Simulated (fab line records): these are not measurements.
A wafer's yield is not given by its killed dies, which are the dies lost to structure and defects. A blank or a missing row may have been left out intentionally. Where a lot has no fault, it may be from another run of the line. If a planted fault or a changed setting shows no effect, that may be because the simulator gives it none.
fab line records    flow sky130
record lots=13  wafers=39  last_day=50
route steps=708 shown CONTACT@407 VIA1@473 METAL2@483
lots with no fault: from the same line, run without faults
start_h: hours from the record's first day to the start of the lot's first wafer shown    wait_h: hours since the lot's step before    " the same as in the row above    L1.1+2: one row covering several wafers at once    - no value present, or no start provided    * or withheld: withheld    < > ~ a bound
route shown NAME@n: NAME is a module with steps in the file, n the number in the route of the first one    usual: the fault-free wafers' mean and standard deviation    same: alike in all rows    chamber/n: place in a boat    sites: per-site readings    _std_site: the values' standard deviation    _edge_site: the outer-site mean with the inner-site mean subtracted    radius_mm: how far each site lies from the wafer's centre    mask NAME#n: copy n    behind: tool/chamber where the wafer was last shaped    hold: what put the lot on hold/how long, in hours/how the hold closed    device: the transistor (n, p or np) that didn't switch    end of line: the route-end tests of the same wafers    for a step that has no rows: nothing shown but its recipe    killed: the dies lost at the first sort to structure and to defects; this is not the yield of the wafer    map: a wafer's dies, marking killed ones x, the rest . and places with no die _
set.NAME: setting as actually run; set.NAME@STEP: the setting as run at that earlier step    model.NAME: the simulator's own value behind a step, which no gauge read
route steps across a sampled set of lots; one table per step, one row per wafer
services: when a tool's chamber went out of use (start_h, in hours from the record's first day, below 0 if earlier), for how many hours, and the reason
## steps
# step SKY_CONTACT_THK_MEAS_01
# recipe reads=Si3N4_of_CONTACT_CVD_00
# usual CONTACT_CVD_00_THK=75.0/0.88
lot.wafer  tool           chamber  start_h  wait_h  CONTACT_CVD_00_THK[nm]
L134.4     film_metro-02  -        707.77   -       74.8
L134.5     "              -        "        "       74.6
L134.6     "              -        "        "       75.7
L136.1     film_metro-01  -        720.77   -       75.1
L136.4     "              -        "        "       76.0
L136.5     "              -        "        "       76.6
L135.2     film_metro-01  -        726.10   -       73.4
L135.5     "              -        "        "       74.2
L135.6     "              -        "        "       74.6
L142.2     film_metro-02  -        782.23   -       74.4
L142.3     "              -        "        "       74.7
L142.6     "              -        "        "       75.4
L147.2     film_metro-01  -        813.32   -       74.5
L147.4     "              -        "        "       75.1
L147.5     "              -        "        "       75.2
L148.1     film_metro-02  -        822.47   -       74.3
L148.3     "              -        "        "       76.3
L148.5     "              -        "        "       76.0
L149.3     film_metro-01  -        830.15   -       75.7
L149.4     "              -        "        "       74.5
L149.6     "              -        "        "       75.1
L150.2     film_metro-02  -        833.06   -       75.1
L150.4     "              -        "        "       75.6
L150.6     "              -        "        "       75.9
L151.1     film_metro-03  -        851.65   -       75.9
L151.2     "              -        "        "       73.7
L151.3     "              -        "        "       74.8
L153.1     film_metro-01  -        859.03   -       75.1
L153.4     "              -        "        "       76.4
L153.6     "              -        "        "       75.8
L152.3     film_metro-02  -        862.26   -       75.0
L152.4     "              -        "        "       75.3
L152.5     "              -        "        "       75.0
L155.4     film_metro-03  -        868.18   -       75.9
L155.5     "              -        "        "       75.9
L155.6     "              -        "        "       75.6
L157.1     film_metro-03  -        881.39   -       76.2
L157.2     "              -        "        "       74.3
L157.4     "              -        "        "       75.8
# step SKY_CONTACT_BOW_MEAS_05
# recipe mode=bow
# usual CONTACT_BOW=81/6.4
lot.wafer  tool           chamber  start_h  wait_h  CONTACT_BOW[um]
L134.4     film_metro-03  -        708.29   0.2     77
L134.5     "              -        "        "       72
L134.6     "              -        "        "       69
L136.1     film_metro-02  -        721.26   0.1     80
L136.4     "              -        "        "       86
L136.5     "              -        "        "       89
L135.2     film_metro-02  -        726.63   0.2     79
L135.5     "              -        "        "       92
L135.6     "              -        "        "       75
L142.2     film_metro-02  -        782.73   0.2     82
L142.3     "              -        "        "       77
L142.6     "              -        "        "       76
L147.2     film_metro-02  -        813.82   0.3     74
L147.4     "              -        "        "       72
L147.5     "              -        "        "       84
L148.1     film_metro-02  -        822.96   0.2     81
L148.3     "              -        "        "       76
L148.5     "              -        "        "       84
L149.3     film_metro-02  -        830.66   0.3     77
L149.4     "              -        "        "       88
L149.6     "              -        "        "       81
L150.2     film_metro-02  -        833.56   0.3     78
L150.4     "              -        "        "       73
L150.6     "              -        "        "       92
L151.1     film_metro-01  -        852.14   0.1     81
L151.2     "              -        "        "       81
L151.3     "              -        "        "       78
L153.1     film_metro-03  -        859.52   0.1     81
L153.4     "              -        "        "       73
L153.6     "              -        "        "       80
L152.3     film_metro-01  -        862.76   0.3     86
L152.4     "              -        "        "       86
L152.5     "              -        "        "       86
L155.4     film_metro-01  -        868.70   0.2     82
L155.5     "              -        "        "       82
L155.6     "              -        "        "       77
L157.1     film_metro-01  -        881.87   0.2     71
L157.2     "              -        "        "       88
L157.4     "              -        "        "       89
# step SKY_CONTACT_STRIP_19
# recipe chemistry=O2/N2  power_w=1400  pressure_mtorr=1500  platen_temp_c=withheld  o2_flow_sccm=3000  n2_flow_sccm=300  overash_fraction=0.5
# usual drypump_motor_current_A=5.5/0.34  oes_product_au=0.381/0.0043  strip_time_to_endpoint_s=3.627/0.024
lot.wafer  tool             chamber  start_h  wait_h  drypump_motor_current_A  oes_product_au  rf_hours_counter_h  strip_time_to_endpoint_s
L134.4     plasma_asher-02  0        736.29   -       5.8                      0.372           -                   3.627
L134.5     "                0        "        "       5.8                      0.375           -                   3.609
L134.6     "                1        "        "       4.7                      0.384           -                   3.625
L136.1     plasma_asher-04  0        749.25   -       5.9                      0.385           64                  3.635
L136.4     "                0        "        "       5.8                      0.376           -                   3.561
L136.5     "                1        "        "       5.4                      0.375           -                   3.662
L135.2     plasma_asher-03  1        755.21   -       5.6                      0.381           31                  3.629
L135.5     "                1        "        "       5.6                      0.387           -                   3.649
L135.6     "                0        "        "       5.5                      0.385           -                   3.641
L142.2     plasma_asher-03  1        809.27   -       5.6                      0.386           37                  3.671
L142.3     "                0        "        "       5.5                      0.375           -                   3.598
L142.6     "                0        "        "       5.6                      0.373           -                   3.613
L147.2     plasma_asher-02  1        841.02   -       4.7                      0.381           96                  3.645
L147.4     "                0        "        "       5.8                      0.384           -                   3.657
L147.5     "                0        "        "       5.8                      0.379           -                   3.615
L148.1     plasma_asher-03  1        849.06   -       5.6                      0.387           39                  3.623
L148.3     "                1        "        "       5.6                      0.381           -                   3.591
L148.5     "                1        "        "       5.6                      0.383           -                   3.636
L149.3     plasma_asher-04  1        857.44   -       5.4                      0.380           -                   3.623
L149.4     "                0        "        "       5.9                      0.377           -                   3.604
L149.6     "                1        "        "       5.3                      0.383           -                   3.645
L150.2     plasma_asher-02  0        859.80   -       5.8                      0.384           98                  3.594
L150.4     "                0        "        "       5.8                      0.377           -                   3.592
L150.6     "                1        "        "       4.7                      0.381           -                   3.650
L151.1     plasma_asher-04  1        878.37   -       5.3                      0.375           77                  3.599
L151.2     "                0        "        "       5.9                      0.379           77                  3.578
L151.3     "                1        "        "       5.4                      0.386           -                   3.616
L153.1     plasma_asher-03  1        885.45   -       5.6                      0.376           43                  3.598
L153.4     "                0        "        "       5.5                      0.377           -                   3.653
L153.6     "                1        "        "       5.6                      0.384           -                   3.648
L152.3     plasma_asher-02  0        889.79   -       5.8                      0.389           -                   3.587
L152.4     "                1        "        "       4.7                      0.381           -                   3.639
L152.5     "                1        "        "       4.7                      0.381           -                   3.659
L155.4     plasma_asher-03  1        895.54   -       5.6                      0.385           -                   3.620
L155.5     "                1        "        "       5.6                      0.385           -                   3.627
L155.6     "                0        "        "       5.6                      0.382           -                   3.569
L157.1     plasma_asher-03  1        907.66   -       5.6                      0.389           45                  3.649
L157.2     "                0        "        "       5.6                      0.379           45                  3.609
L157.4     "                1        "        "       5.6                      0.391           -                   3.615
# step SKY_VIA1_ETCH_15
# recipe target=SiO2  chemistry=C4F8/O2/Ar  target_depth_nm=351  stop_on=TiN  mask_material=KrF-thick  source_w=1500  bias_w=1200  pressure_mtorr=40  c4f8_flow_sccm=withheld  O2_flow_sccm=6  Ar_flow_sccm=300  time_s=54
# usual oes_product_au=0.981/0.005
lot.wafer  tool         chamber  start_h  wait_h  oes_product_au  rf_hours_counter_h
L134.4     rie_diel-03  0        793.87   0.0     0.990           4
L134.5     "            3        "        "       0.979           -
L134.6     "            0        "        "       0.974           -
L136.1     rie_diel-01  3        805.15   0.0     0.982           5
L136.4     "            1        "        "       0.974           1
L136.5     "            3        "        "       0.981           -
L135.2     rie_diel-02  1        812.52   0.0     0.990           21
L135.5     "            0        "        "       0.982           -
L135.6     "            1        "        "       0.969           -
L142.2     rie_diel-03  2        864.92   0.0     0.986           7
L142.3     "            0        "        "       0.977           6
L142.6     "            2        "        "       0.705           -
L147.2     rie_diel-02  0        896.37   0.0     0.978           9
L147.4     "            3        "        "       0.985           7
L147.5     "            1        "        "       0.980           -
L148.1     rie_diel-01  3        904.51   0.0     0.983           8
L148.3     "            0        "        "       0.981           18
L148.5     "            2        "        "       0.991           -
L149.3     rie_diel-01  3        911.72   0.0     0.985           8
L149.4     "            0        "        "       0.978           18
L149.6     "            0        "        "       0.986           -
L150.2     rie_diel-02  0        914.45   0.0     0.978           9
L150.4     "            2        "        "       0.979           4
L150.6     "            1        "        "       0.988           -
L151.1     rie_diel-01  0        931.34   0.0     0.979           19
L151.2     "            3        "        "       0.976           9
L151.3     "            1        "        "       0.981           5
L153.1     rie_diel-03  0        939.30   0.0     0.988           7
L153.4     "            1        "        "       0.975           13
L153.6     "            1        "        "       0.985           -
L152.3     rie_diel-02  0        942.67   0.0     0.982           10
L152.4     "            2        "        "       0.983           4
L152.5     "            2        "        "       0.989           -
L155.4     rie_diel-02  0        949.47   0.0     0.977           10
L155.5     "            3        "        "       0.987           -
L155.6     "            0        "        "       0.985           -
L157.1     rie_diel-03  3        961.22   0.0     0.985           7
L157.2     "            2        "        "       0.975           9
L157.4     "            1        "        "       0.982           14
# step SKY_VIA1_STRIP_16
# recipe chemistry=O2/N2  power_w=1400  pressure_mtorr=1500  platen_temp_c=withheld  o2_flow_sccm=3000  n2_flow_sccm=300  overash_fraction=0.5
# usual drypump_motor_current_A=5.4/0.39  oes_product_au=0.416/0.0044  strip_time_to_endpoint_s=4.464/0.018
lot.wafer  tool             chamber  start_h  wait_h  drypump_motor_current_A  oes_product_au  rf_hours_counter_h  strip_time_to_endpoint_s
L134.4     plasma_asher-03  0        793.95   0.1     5.5                      0.415           -                   4.444
L134.5     "                0        "        "       5.6                      0.422           -                   4.467
L134.6     "                1        "        "       5.6                      0.419           -                   4.440
L136.1     plasma_asher-01  0        805.20   0.0     5.6                      0.414           6                   4.451
L136.4     "                0        "        "       5.6                      0.414           -                   4.451
L136.5     "                0        "        "       5.6                      0.416           -                   4.460
L135.2     plasma_asher-01  0        812.56   0.0     5.6                      0.418           6                   4.451
L135.5     "                1        "        "       5.5                      0.418           -                   4.451
L135.6     "                0        "        "       5.6                      0.415           -                   4.455
L142.2     plasma_asher-01  1        864.96   0.0     5.5                      0.419           12                  4.453
L142.3     "                1        "        "       5.5                      0.414           -                   4.468
L142.6     "                1        "        "       5.5                      0.436           -                   4.827
L147.2     plasma_asher-01  1        896.41   0.0     5.5                      0.422           15                  4.467
L147.4     "                1        "        "       5.6                      0.424           -                   4.472
L147.5     "                0        "        "       5.6                      0.422           -                   4.472
L148.1     plasma_asher-02  1        904.56   0.0     4.8                      0.419           102                 4.452
L148.3     "                0        "        "       5.8                      0.417           -                   4.496
L148.5     "                0        "        "       5.8                      0.421           -                   4.454
L149.3     plasma_asher-01  1        911.80   0.1     5.5                      0.414           -                   4.448
L149.4     "                0        "        "       5.6                      0.413           -                   4.469
L149.6     "                0        "        "       5.6                      0.412           -                   4.472
L150.2     plasma_asher-02  1        914.50   0.0     4.7                      0.417           103                 4.457
L150.4     "                1        "        "       4.7                      0.420           -                   4.496
L150.6     "                0        "        "       5.8                      0.408           -                   4.472
L151.1     plasma_asher-02  0        931.38   0.0     5.8                      0.408           104                 4.438
L151.2     "                1        "        "       4.8                      0.418           104                 4.479
L151.3     "                1        "        "       4.8                      0.411           -                   4.449
L153.1     plasma_asher-02  0        939.35   0.0     5.8                      0.411           105                 4.436
L153.4     "                1        "        "       4.8                      0.412           -                   4.434
L153.6     "                0        "        "       5.8                      0.419           -                   4.443
L152.3     plasma_asher-02  0        942.75   0.1     5.8                      0.418           -                   4.481
L152.4     "                1        "        "       4.7                      0.416           -                   4.466
L152.5     "                1        "        "       4.8                      0.408           -                   4.459
L155.4     plasma_asher-03  1        949.55   0.1     5.6                      0.414           -                   4.456
L155.5     "                1        "        "       5.6                      0.415           -                   4.436
L155.6     "                0        "        "       5.6                      0.420           -                   4.463
L157.1     plasma_asher-01  0        961.26   0.0     5.6                      0.421           22                  4.476
L157.2     "                1        "        "       5.5                      0.413           22                  4.458
L157.4     "                0        "        "       5.6                      0.415           -                   4.459
# step SKY_METAL2_SPUTTER_00
# recipe material=Ti  target_thk_nm=15  power_w=3000  time_s=10  chamber_pressure_pa=0.4
# usual throttle_valve_pct=30.2/0.9
lot.wafer  tool            chamber  start_h  wait_h  throttle_valve_pct
L134.4     pvd_sputter-01  -        795.18   0.2     32.2
L134.5     "               -        "        "       32.4
L134.6     "               -        "        "       29.6
L136.1     pvd_sputter-02  -        806.43   0.2     30.0
L136.4     "               -        "        "       28.9
L136.5     "               -        "        "       31.2
L135.2     pvd_sputter-01  -        813.89   0.1     29.0
L135.5     "               -        "        "       30.9
L135.6     "               -        "        "       32.0
L142.2     pvd_sputter-04  -        866.19   0.1     30.4
L142.3     "               -        "        "       30.8
L147.2     pvd_sputter-04  -        897.99   0.1     29.4
L147.4     "               -        "        "       30.5
L147.5     "               -        "        "       30.1
L148.1     pvd_sputter-04  -        905.79   0.2     29.9
L148.3     "               -        "        "       30.2
L148.5     "               -        "        "       29.9
L149.3     pvd_sputter-02  -        913.37   0.2     31.4
L149.4     "               -        "        "       29.0
L149.6     "               -        "        "       31.5
L150.2     pvd_sputter-01  -        915.78   0.1     28.9
L150.4     "               -        "        "       30.6
L150.6     "               -        "        "       29.9
L151.1     pvd_sputter-02  -        932.73   0.1     29.8
L151.2     "               -        "        "       30.0
L151.3     "               -        "        "       31.4
L153.1     pvd_sputter-01  -        940.57   0.1     29.8
L153.4     "               -        "        "       29.0
L153.6     "               -        "        "       29.1
L152.3     pvd_sputter-04  -        943.94   0.1     30.5
L152.4     "               -        "        "       29.5
L152.5     "               -        "        "       30.5
L155.4     pvd_sputter-02  -        950.78   0.1     30.0
L155.5     "               -        "        "       29.7
L155.6     "               -        "        "       28.9
L157.1     pvd_sputter-04  -        962.52   0.2     30.0
L157.2     "               -        "        "       30.2
L157.4     "               -        "        "       29.7
# step SKY_METAL2_SPUTTER_01
# recipe material=TiN  target_thk_nm=20  power_w=6500  time_s=16.7  chamber_pressure_pa=0.4
# usual throttle_valve_pct=30.2/0.9
lot.wafer  tool            chamber  start_h  wait_h  throttle_valve_pct
L134.4     pvd_sputter-01  -        795.20   0.0     32.1
L134.5     "               -        "        "       32.0
L134.6     "               -        "        "       30.0
L136.1     pvd_sputter-02  -        806.45   0.0     30.1
L136.4     "               -        "        "       28.7
L136.5     "               -        "        "       31.4
L135.2     pvd_sputter-01  -        813.91   0.0     28.9
L135.5     "               -        "        "       30.7
L135.6     "               -        "        "       32.2
L142.2     pvd_sputter-04  -        866.22   0.0     30.1
L142.3     "               -        "        "       30.8
L147.2     pvd_sputter-04  -        898.01   0.0     29.6
L147.4     "               -        "        "       30.8
L147.5     "               -        "        "       30.4
L148.1     pvd_sputter-04  -        905.82   0.0     29.9
L148.3     "               -        "        "       30.3
L148.5     "               -        "        "       29.8
L149.3     pvd_sputter-02  -        913.40   0.0     31.5
L149.4     "               -        "        "       28.9
L149.6     "               -        "        "       31.4
L150.2     pvd_sputter-01  -        915.80   0.0     29.1
L150.4     "               -        "        "       30.4
L150.6     "               -        "        "       30.0
L151.1     pvd_sputter-02  -        932.76   0.0     29.7
L151.2     "               -        "        "       29.9
L151.3     "               -        "        "       31.5
L153.1     pvd_sputter-01  -        940.60   0.0     29.7
L153.4     "               -        "        "       29.4
L153.6     "               -        "        "       29.2
L152.3     pvd_sputter-04  -        943.96   0.0     30.7
L152.4     "               -        "        "       29.3
L152.5     "               -        "        "       30.1
L155.4     pvd_sputter-02  -        950.80   0.0     29.7
L155.5     "               -        "        "       29.7
L155.6     "               -        "        "       28.9
L157.1     pvd_sputter-04  -        962.54   0.0     29.8
L157.2     "               -        "        "       30.2
L157.4     "               -        "        "       30.0
## services
tool             chamber  start_h  hours  kind
rie_diel-01      -        725.17   2.8    pm
rie_diel-03      2        726.04   7.6    repair
pvd_sputter-04   -        729.79   3.8    repair
plasma_asher-04  -        733.33   7.1    repair
plasma_asher-01  -        733.75   9.0    pm
plasma_asher-01  0        733.75   9.0    vent_cycle
pvd_sputter-04   -        752.41   1.8    repair
pvd_sputter-01   -        754.63   6.9    repair
plasma_asher-01  -        793.08   2.8    pm
plasma_asher-02  -        793.68   1.0    repair
plasma_asher-03  -        827.67   14.6   pm
plasma_asher-02  -        866.62   2.1    repair
rie_diel-02      2        868.05   2.7    repair
rie_diel-02      -        869.02   0.4    repair
rie_diel-03      0        869.24   8.0    repair
plasma_asher-02  -        895.72   4.4    repair
rie_diel-03      -        898.13   2.8    pm
pvd_sputter-01   -        901.78   2.0    repair
pvd_sputter-04   -        904.16   0.9    repair
pvd_sputter-01   -        918.80   6.6    repair
rie_diel-01      2        943.47   7.2    repair
rie_diel-02      3        952.31   7.9    repair
plasma_asher-03  -        959.30   0.5    repair
plasma_asher-04  -        962.02   3.4    repair
## key
first_sign step=SKY_VIA1_ETCH_15  reading=oes_product_au  direction=down  sigmas=55  usual=0.981  struck=0.705
effect step=SKY_VIA1_STRIP_16  reading=strip_time_to_endpoint_s  direction=up  sigmas=21  usual=*  struck=*
effect step=SKY_METAL2_SPUTTER_00  reading=visit  direction=missing
effect step=SKY_METAL2_SPUTTER_01  reading=visit  direction=missing
met_at SKY_VIA1_ETCH_15
struck_lots L142
struck_wafers L142.6
later_rows_left_out L142.6
sort_left_out L142.6
not_acting_at SKY_CONTACT_THK_MEAS_01,SKY_CONTACT_BOW_MEAS_05,SKY_CONTACT_STRIP_19
onset_between 793.87 864.92
fault kind=process_parameter_drift  tool=rie_diel-03  chamber=-  onset_h=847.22  steps=SKY_VIA1_ETCH_15  channel=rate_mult  offset=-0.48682  shape=step  end_h=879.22  scope=struck_wafers_only
# sort_left_out: the simulated sort isn't trusted on such a fault, so these wafers' sort isn't shown, and their yield isn't known
# later_rows_left_out: the simulator's readings of these wafers behind a module that went badly wrong aren't trusted and aren't shown, but for the sort
